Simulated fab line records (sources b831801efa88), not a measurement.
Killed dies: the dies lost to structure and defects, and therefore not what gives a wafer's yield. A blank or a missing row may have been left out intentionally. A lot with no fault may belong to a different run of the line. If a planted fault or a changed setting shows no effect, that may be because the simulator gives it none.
Shared-tool check    flow gf180mcu    Lots sampled 13, wafers sampled 45

WHY THIS WAS OPENED
Of 13 lots, 2 have the reading NWELL_RS flagged at GF_VT_IMPLANT_RS_MEAS_47. Wafers without a fault read 488.3 ohm/sq, standard deviation 1.2.
Rule: flag the lot when none of its wafers has a number, or when each of its wafers that has one lies beyond 4 standard deviations from that mean. The rest of the lots are taken to be sound.

lot   measured      on             NWELL_RS (ohm/sq), wafer by wafer    flag
L624  day 8 14:05   film_metro-01  490.1 489.5 491.6                    
L625  day 8 17:28   film_metro-01  488.3 488.9 490.1                    
L626  day 9 01:33   film_metro-01  489.8 488.7 489.0                    
L627  day 9 08:11   film_metro-01  488.4 487.8 488.2                    
L628  day 9 17:44   film_metro-01  488.9 489.4 487.3                    
L630  day 10 09:22  film_metro-02  486.8 488.4 487.2                    
L633  day 10 23:27  film_metro-01  489.9 488.6 490.1                    
L634  day 11 04:34  film_metro-02  487.0 488.1 489.9                    
L635  day 11 12:07  film_metro-03  489.9 489.7 488.9                    
L636  day 11 20:04  film_metro-03  489.2 489.8 490.4                    
L642  day 13 13:35  film_metro-01  496.1 496.8 497.1 495.7 496.0 497.3  FLAGGED
L643  day 13 14:38  film_metro-02  496.9 495.5 495.9 496.9 494.8 495.5  FLAGGED
L644  day 13 22:35  film_metro-02  488.8 488.3 490.1                    
On average the flagged lots' numbers are 496.2 ohm/sq, which is +7.9 ohm/sq against the usual, or +7 standard deviations.

WHICH TOOL RAN EACH LOT
The record keeps 1 process step preceding the reading, out of 602 steps on the route. Every cell lists first the tool, next ch and the chambers used by the sampled wafers, and last the start.
lot   flag     GF_NWELL_IMPLANT_08
L624           implanter-01 ch 0, day 4 01:36
L625           implanter-02 ch 0, day 4 04:56
L626           implanter-04 ch 0, day 4 13:15
L627           implanter-02 ch 0, day 4 18:48
L628           implanter-04 ch 0, day 5 01:50
L630           implanter-04 ch 0, day 5 14:26
L633           implanter-02 ch 0, day 6 02:32
L634           implanter-01 ch 0, day 6 07:05
L635           implanter-01 ch 0, day 6 12:51
L636           implanter-04 ch 0, day 6 18:23
L642  FLAGGED  implanter-02 ch 0, day 8 03:56
L643  FLAGGED  implanter-02 ch 0, day 8 07:26
L644           implanter-01 ch 0, day 8 12:36
These steps, and what they do:
- GF_NWELL_IMPLANT_08
- GF_VT_IMPLANT_RS_MEAS_47: measures by four-point-probe.

FLAGGED AGAINST TOTAL, ONE TOOL AT A TIME (gauges that did the reading follow at the end)
step                      tool           lots run  flagged  share of the flagged lots  sound lots run after its first flagged lot
GF_NWELL_IMPLANT_08       implanter-01   4         0        none                       -
GF_NWELL_IMPLANT_08       implanter-02   5         2        all                        0
GF_NWELL_IMPLANT_08       implanter-04   4         0        none                       -
GF_VT_IMPLANT_RS_MEAS_47  film_metro-01  7         1        some                       0
GF_VT_IMPLANT_RS_MEAS_47  film_metro-02  4         1        some                       1 (L644)
GF_VT_IMPLANT_RS_MEAS_47  film_metro-03  2         0        none                       -

THE TABLE: WHAT IT ALLOWS
In the table, 1 row covers all flagged lots: implanter-02 at GF_NWELL_IMPLANT_08.
- implanter-02 at GF_NWELL_IMPLANT_08 ran 5 lots, 2 of them flagged. Its last sound lot is L633 (day 6 02:32), its first flagged lot L642 (day 8 03:56): a fault that began between those two fits. Its own readings (beam_energy_keV) fall more than 4 standard deviations out on all wafers of the flagged lots.
What remains is a single tool, implanter-02 at GF_NWELL_IMPLANT_08.

WHAT WAS PUT IN BY THE SIMULATOR
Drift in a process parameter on implanter-02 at GF_NWELL_IMPLANT_08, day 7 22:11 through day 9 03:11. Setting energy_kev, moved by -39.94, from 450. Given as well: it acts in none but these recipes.
Shown lots that were struck: L642, L643. Same finding as the rule above.
